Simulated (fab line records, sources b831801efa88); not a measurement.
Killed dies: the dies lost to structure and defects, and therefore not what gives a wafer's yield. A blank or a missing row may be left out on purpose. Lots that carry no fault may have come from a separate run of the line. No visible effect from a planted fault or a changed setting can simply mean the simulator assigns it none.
Code-filled problem report in 8D (eight disciplines) form	flow sky130	the parts of the form that need people (team, actions taken, sign-off) are left out

1. WHAT IS WRONG
Wafers without a fault read 16, standard deviation 4.7; killed at front end at SKY_PAD_OPEN_PROBE_99 reads a mean of 62 on 6 wafers belonging to 2 lots. Measured from the usual mean, that is +9.9 standard deviations.
First seen on wafer L790.2, day 47 19:55, on prober-02. Wafers with a number at this step in the record: 9, from 3 lots. The rule behind "out" and "out of limits": a value lying over 4 standard deviations away from the usual mean. The rest of the wafers with a number are treated as sound.

2. WHAT IT IS; WHAT IT IS NOT
question	is	is not
which readings at this step	killed at front end	killed_at_M0_to_M3, killed_at_M4_up, killed at contacts, killed at other, killed open, killed short
which lots	L790, L793	L801
which wafers of those lots	all that have a number	-
read on which tools	prober-02	prober-01
when	from day 47 19:55	up to then (0 sound wafers); but 3 sound wafers of L801 came after

3. WHAT RULES OUT EACH SUSPECT
Counting: any tool at a process step up to the reading is kept as a suspect provided that every lot that is out went through it and no sound lot did after the first of them.
- plasma asher-03 at SKY_VT_ADJUST_HVTP_STRIP_10 (strips in O2/N2): ruled out as a lasting fault. After its first lot that is out, L790 (day 8 02:31), sound lots L801 ran on it.
- rie metal-03 at SKY_METAL5_METAL_ETCH_15 (etches the open film in Cl2/BCl3, stops on SiO2, target depth 1260 nm, time 252 s): ruled out as a lasting fault. After its first lot that is out, L790 (day 46 00:34), sound lots L801 ran on it.
- prober-02 at SKY_PAD_OPEN_PROBE_99: kept. It ran every lot that is out, first L790 (day 47 19:55), and no sound lot after that. On those wafers its own readings are out: killed at front end.
The count leaves prober-02 at SKY_PAD_OPEN_PROBE_99.

4. THE CAUSE (what the simulator had put in)
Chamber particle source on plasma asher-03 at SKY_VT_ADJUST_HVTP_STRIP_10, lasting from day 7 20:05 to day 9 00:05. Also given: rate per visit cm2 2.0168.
The count ruled it out by mistake, since the rule takes a fault to strike every lot its tool runs from the start of the fault on, and this one did not do so.

5. SEQUENCE OF EFFECTS, ordered by route
Each row: a reading where the mean over the struck wafers with a number is more than 3 standard deviations away from the usual. Only readings whose record carries a usual standard deviation are examined. hours: median over the lots of the time between each lot's start at the first step of this table that gives one and its start at this step. sigmas: the change, counted in usual standard deviations.
hours	step	reading	usual	on struck wafers	change	sigmas
0	SKY_PAD_OPEN_PROBE_99	killed at front end	16	62	+46	+9.9
0	SKY_PAD_OPEN_PROBE_99	killed dies	89	135	+46	+4.6
The process steps in it:
- SKY_PAD_OPEN_PROBE_99

6. WHAT WOULD HAVE CAUGHT IT SOONER
In this record the first reading out of limits was taken at day 47 19:55, 960 hours after the fault began at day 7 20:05.
An alarm limit of 4 standard deviations would not have fired on the tool readings at SKY_VT_ADJUST_HVTP_STRIP_10 for which the record gives a usual standard deviation, since none of them was out on any struck wafer.
